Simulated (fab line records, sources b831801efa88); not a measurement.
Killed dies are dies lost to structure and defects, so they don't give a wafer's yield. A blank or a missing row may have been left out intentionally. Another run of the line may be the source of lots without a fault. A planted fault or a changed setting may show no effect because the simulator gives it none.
One fault seen from 2 desks    flow gf180mcu    each desk has only its own numbers; what lay behind them comes last

== THE TOOL OWNER'S DESK: rie si-02 ==
The tool's own readings at GF_STI_ETCH_14 (etches Si in HBr/Cl2/O2, target depth 360 nm, time 102.9 s): means of the sampled wafers that have a number, for each lot that ran on this tool. The brackets show how far a lot's mean lies from the usual mean; more than 4 standard deviations puts the lot out of limits, marked OUT.
Columns: A = drypump motor current A at GF_STI_ETCH_14, usual 5.6 A; B = he backside leak sccm at GF_STI_ETCH_14, usual 2.7 sccm; C = oes product au at GF_STI_ETCH_14, usual 0.995 a.u.; D = run length s at GF_STI_ETCH_14, usual 131.2 s; E = throttle valve pct at GF_STI_ETCH_14, usual 25.658 %
lot   first seen here  A    B    C      D                 E
L932  day 3 01:30      5.6  2.7  1.002  131.1             25.644
L937  day 3 23:22      5.4  2.6  0.996  127.9 (-11) OUT   25.659
L939  day 4 10:16      5.5  2.7  1.000  128.2 (-9.6) OUT  25.666
This desk's verdict: out of limits on L937, L939, starting with L937 at day 3 23:22 (run length s at GF_STI_ETCH_14). L932: within limits.

== THE METROLOGY DESK ==
Means of the sampled wafers that have a number, per lot and without regard to the tool the lot ran on: this is what the gauges read. The brackets show how far a lot's mean lies from the usual mean; more than 4 standard deviations puts the lot out of limits, marked OUT.
Columns: A = STI_OXIDATION_THK at GF_STI_THK_MEAS_02, usual 9.99 nm; B = STI_CVD_03_THK at GF_STI_THK_MEAS_04, usual 203.9 nm; C = cd nm at GF_STI_CD_MEAS_12, usual 220.1 nm
lot   first seen here  A      B      C
L928  day 1 11:31      10.33  206.0  220.0
L932  day 2 10:45      10.13  204.3  219.5
L937  day 3 08:43      9.92   204.9  221.6
L939  day 3 19:27      9.94   204.0  220.5
L941  day 4 04:31      10.16  203.0  218.2
L949  day 5 22:03      10.12  201.6  220.3
This desk's finding: nothing out of limits on any of the 6 lots.

== PUT TOGETHER ==
An alarm could have come from the tool owner's desk at day 3 23:22, on L937, L939.
Nothing out of limits was seen by the metrology desk.
The metrology desk holds a record of L937, L939, inside its limits.
On rie si-02, each named lot ran GF_STI_ETCH_14.

== WHAT THE SIMULATOR HAD INSERTED ==
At GF_STI_ETCH_14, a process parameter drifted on rie si-02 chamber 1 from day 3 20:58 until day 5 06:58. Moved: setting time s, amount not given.
Lots struck among those shown: L937, L939.
Hours from the fault's start to each desk's first reading out of limits: the tool owner's desk, 2.
